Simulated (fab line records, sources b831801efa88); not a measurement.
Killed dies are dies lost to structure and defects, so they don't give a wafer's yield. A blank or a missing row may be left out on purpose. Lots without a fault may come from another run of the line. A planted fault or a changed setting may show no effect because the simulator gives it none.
Chamber matching | flow sky130 | SKY_FIELD_ISO_CMP_27 on cmp-02: 4 sister chambers
The step polishes, stops on Si3N4, t overpolish 16 s, target thk 457.8 nm. 14 wafers are shown with their chamber, then 7 later ones without.

WAFERS WITH THEIR CHAMBER
wafer  | chamber | motor_current_A (A) | time_to_endpoint_s (s) | overpolish_run_s (s)
L662.1 | 1       | 13.5                | 115                    | 16.006
L662.2 | 2       | 12.7                | 109                    | 16.011
L662.4 | 0       | 12.6                | 111                    | 16.015
L663.2 | 0       | 12.8                | 112                    | 15.989
L663.4 | 1       | 14.0                | 117                    | 15.987
L663.5 | 0       | 12.1                | 116                    | 15.992
L665.2 | 3       | 12.3                | 115                    | 15.993
L665.3 | 0       | 13.0                | 112                    | 15.999
L665.5 | 0       | 12.6                | 112                    | 16.014
L669.1 | 3       | 13.2                | 113                    | 16.010
L669.2 | 1       | 14.0                | 113                    | 15.985
L669.4 | 0       | 12.8                | 112                    | 15.999
L670.1 | 0       | 12.2                | 113                    | 15.992
L670.4 | 3       | 13.2                | 119                    | 16.014

SIGNATURES (means of the wafers above)
reading            | chamber 0 | chamber 1 | chamber 2 | chamber 3 | scatter within a chamber
motor_current_A    | 12.586    | 13.833    | 12.700    | 12.900    | 0.368
time_to_endpoint_s | 112.57    | 115.00    | 109.00    | 115.67    | 2.06
overpolish_run_s   | 16.00000  | 15.99267  | 16.01100  | 16.00567  | 0.0109
Rule: a wafer's distance from a chamber is the root of the sum, over the readings, of the square of ((its reading less the chamber's mean) divided by the reading's scatter). The wafer belongs to the nearest chamber; if the next one is less than 2 further off, it can't be placed. The scatter: the root of (the sum of the squares of (reading less its chamber's mean) over the shown wafers, divided by (wafers less chambers)).

WAFERS WITHOUT THEIR CHAMBER
wafer  | motor_current_A (A) | time_to_endpoint_s (s) | overpolish_run_s (s)
L670.5 | 12.8                | 114                    | 15.992
L682.2 | 13.5                | 111                    | 15.987
L682.3 | 12.0                | 111                    | 16.008
L682.4 | 12.7                | 111                    | 16.012
L684.3 | 13.3                | 114                    | 16.000
L684.5 | 12.8                | 114                    | 16.003
L684.6 | 13.5                | 118                    | 15.996

WHICH CHAMBER EACH WENT THROUGH
wafer  | from the rows above               | in truth
L670.5 | can't be placed: 0 or 3 or 1 or 2 | 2
L682.2 | can't be placed: 1 or 0 or 2 or 3 | 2
L682.3 | can't be placed: 0 or 2 or 3      | 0
L682.4 | can't be placed: 2 or 0 or 3      | 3
L684.3 | can't be placed: 3 or 1 or 0 or 2 | 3
L684.5 | can't be placed: 3 or 0 or 2      | 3
L684.6 | can't be placed: 1 or 3 or 0      | 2
Placed correctly: 0 of 7. Can't be placed from these rows: 7 (the true chamber is among the candidates in 6). Placed wrongly: 0.
